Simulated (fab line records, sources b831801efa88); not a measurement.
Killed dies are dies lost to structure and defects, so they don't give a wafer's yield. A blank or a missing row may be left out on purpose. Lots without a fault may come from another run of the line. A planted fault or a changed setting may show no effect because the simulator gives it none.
Chamber matching | flow gf180mcu | GF_STI_CMP_25 on cmp-01: 4 sister chambers
The step polishes, stops on Si3N4, t overpolish 33 s, target thk 524.6 nm. 4 wafers are shown with their chamber, then 7 later ones without.

WAFERS WITH THEIR CHAMBER
wafer  | chamber | motor_current_A (A)
L379.6 | 2       | 10.0
L384.5 | 0       | 11.4
L388.5 | 1       | 13.8
L389.5 | 3       | 12.7

WAFERS WITHOUT THEIR CHAMBER
wafer  | motor_current_A (A)
L389.6 | 9.9
L391.1 | 12.4
L391.2 | 14.6
L391.5 | 10.6
L393.1 | 14.0
L393.2 | 11.3
L393.5 | 13.7

WHICH CHAMBER EACH WENT THROUGH
wafer  | from the rows above     | in truth
L389.6 | 2                       | 2
L391.1 | can't be placed: 3 or 0 | 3
L391.2 | 1                       | 1
L391.5 | can't be placed: 2 or 0 | 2
L393.1 | 1                       | 1
L393.2 | 0                       | 0
L393.5 | 1                       | 1
Placed correctly: 5 of 7. Can't be placed from these rows: 2 (the true chamber is among the candidates in 2). Placed wrongly: 0.
How it was worked out, from the rows above alone: a wafer's distance from a chamber is the root of the sum, over the readings, of the square of ((its reading less the chamber's mean) divided by the reading's scatter). The wafer belongs to the nearest chamber; if the next one is less than 2 further off, it can't be placed. A chamber's mean is the mean of its shown wafers. The scatter: with one shown wafer a chamber, the root of the mean of the squares of how far each hidden wafer lies from its nearest shown one.
